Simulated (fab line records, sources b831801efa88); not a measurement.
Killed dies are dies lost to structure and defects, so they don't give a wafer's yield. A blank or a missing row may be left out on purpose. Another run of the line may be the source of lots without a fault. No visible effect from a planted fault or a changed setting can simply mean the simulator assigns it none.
A struck lot beside a sound one    flow sky130    26 out of 708 route steps
Sound: the wafers L972.1, L972.2, L972.4. Wafers L958.3, L958.4, L958.5 were the ones struck. Last of all comes the cause.
At each step with rows: each side's tool, then ch and its chambers, then its first start. Under that, the readings that differ: sound wafers    struck wafers    difference of the means    sigmas: that difference in standard deviations of wafers without a fault.
alike: readings whose means differ by less than 2 such deviations, and words and numbers that are the same on both sides. not compared: withheld readings, readings that some wafer has no value for, bounds like >300 that may hide the same value, and numbers for which the record gives no deviation and whose values overlap.
A row with sigmas, a row that says differs or no value, or rows on one side alone: a step with any of these is where the two part. Numbers that have no deviation but don't overlap get no sigmas and don't part them. Lack of a reading on every wafer of one side parts them only where that side has two or more wafers.

first, 9 steps without rows for these wafers: SKY_LI_CONTACT_ETCH_14 (etches BARC in N2/H2, stops on SiO2, time 45.9 s, target depth 60 nm); SKY_LI_CONTACT_ETCH_15 (etches PSG in C4F8/O2/Ar, stops on Si, target depth 600 nm); SKY_LI_CONTACT_STRIP_16 (strips in O2/N2); SKY_LI_CONTACT_CLEAN_17 (cleans in NMP, time 600 s); SKY_LI_CONTACT_PRE_CLEAN_18 (time 5.6 s); SKY_LI_CONTACT_SPUTTER_19 (material Ti, target thk 20 nm, time 106.37 s); SKY_LI_CONTACT_SPUTTER_20 (material TiN, target thk 20 nm, time 80 s); SKY_LI_CONTACT_CVD_21 (deposits W, target thk 400 nm, time 120.56 s); SKY_LI_CONTACT_CMP_24 (polishes, stops on PSG, t overpolish 20 s, target thk 0 nm).
SKY_LOCAL_INTERCONNECT_SPUTTER_00: material TiN, target thk 100 nm, time 83.3 s.
  sound on pvdSputter-02, day 37 09:08; struck on pvdSputter-03, day 32 08:34
reading                                                sound                 struck             difference                     sigmas
susceptorTempC (C)                                     300.51 299.86 300.40  - - -              no value on the struck wafers  
model.TiN_of_LOCAL_INTERCONNECT_SPUTTER_00.thkNm (nm)  102.9 104.8 103.8     97.36 97.09 96.95  -6.70                          
  alike: throttleValvePct
SKY_LOCAL_INTERCONNECT_RS_MEAS_01: uses a four-point probe to measure.
  sound on filmMetro-03, day 37 09:11; struck on filmMetro-02, day 32 08:40
reading                             sound              struck             difference  sigmas
LOCAL_INTERCONNECT_TIN_RS (ohm/sq)  13.71 13.47 13.58  14.58 14.57 14.62  +1.00       +5
SKY_LOCAL_INTERCONNECT_THK_MEAS_02: measures by xrf.
  sound on filmMetro-03, day 37 09:19; struck on filmMetro-02, day 32 08:46
reading                          sound              struck          difference  sigmas
LOCAL_INTERCONNECT_TIN_THK (nm)  101.2 103.0 102.2  97.1 96.3 96.0  -5.7        -4
then, 9 steps without rows for these wafers: SKY_LOCAL_INTERCONNECT_DEHYDRATE_03 (time 60 s); SKY_LOCAL_INTERCONNECT_HMDS_04 (prime time 60 s); SKY_LOCAL_INTERCONNECT_COAT_05 (resist thk 60 nm); SKY_LOCAL_INTERCONNECT_COAT_06 (resist thk 450 nm); SKY_LOCAL_INTERCONNECT_SOFTBAKE_07 (time 90 s); SKY_LOCAL_INTERCONNECT_EXPOSE_08 (exposes mask LI1M, target cd 170 nm); SKY_LOCAL_INTERCONNECT_PEB_09; SKY_LOCAL_INTERCONNECT_DEVELOP_10 (develop time 60 s); SKY_LOCAL_INTERCONNECT_ETCH_13 (etches BARC in N2/H2, stops on SiO2, time 45.9 s, target depth 60 nm).
SKY_LOCAL_INTERCONNECT_METAL_ETCH_14: etches TiN in Cl2/BCl3, stops on PSG, target depth 110 nm, time 31.4 s.
  sound on rieMetal-02 ch 0,1, day 38 11:30; struck on rieMetal-01 ch 0,1, day 33 11:49
reading                                       sound                 struck                difference  sigmas
oesProductAu (a.u.)                           0.951 0.968 0.958     0.926 0.919 0.928     -0.035      -4
throttleValvePct (%)                          21.894 21.880 21.877  21.911 21.907 21.907  +0.025      +3
model.LOCAL_INTERCONNECT.featureDepthNm (nm)  102.9 104.8 103.8     97.36 97.09 96.95     -6.70       
model.etch.depthNm (nm)                       102.9 104.8 103.8     97.36 97.09 96.95     -6.70       
  alike: drypumpMotorCurrentA
  not compared: rfHoursCounterH
then, 1 step without rows for these wafers: SKY_LOCAL_INTERCONNECT_STRIP_15 (strips in O2/N2).
SKY_LOCAL_INTERCONNECT_STRIP_16: strips in post etch residue remover, time 1200 s.
  sound on wetBench-03 ch 0, day 38 11:39; struck on wetBench-04 ch 2, day 33 11:56
reading                                                sound              struck             difference  sigmas
model.TiN_of_LOCAL_INTERCONNECT_SPUTTER_00.thkNm (nm)  102.5 104.4 103.4  96.94 96.67 96.53  -6.72       
then, 1 step without rows for these wafers: SKY_LOCAL_INTERCONNECT_CLEAN_17 (cleans in IPA, time 180 s).
-- the record jumps here: 14 days lie between the struck wafers' starts before and after (it left off in module LOCAL_INTERCONNECT and takes up again in module PAD_OPEN, whose first step shown is number 708 of the route) --
SKY_PAD_OPEN_PROBE_99:
  sound on prober-02, day 51 09:07; struck on prober-02, day 47 23:23
reading                      sound              struck             difference  sigmas
model.etest.resLi.lineOhmUm  75.26 72.64 73.46  78.12 78.55 77.8   +4.37       
model.etest.resLi.rsOhmSq    12.7 12.46 12.61   13.46 13.46 13.51  +0.89       
  alike: killed_at_M0_to_M3, killed_at_M4_up, killedAtContacts, killedAtFrontEnd, killedAtOther, killedDies, killedOpen, killedShort

## WHERE THEY PART
Earliest at SKY_LOCAL_INTERCONNECT_SPUTTER_00; latest, in this record, at SKY_LOCAL_INTERCONNECT_METAL_ETCH_14. Later steps at which nothing parts them and some readings are alike: SKY_PAD_OPEN_PROBE_99.

WHY: the cause the simulator had injected
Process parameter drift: pvdSputter-03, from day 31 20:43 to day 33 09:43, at SKY_LOCAL_INTERCONNECT_SPUTTER_00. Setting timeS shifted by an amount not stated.
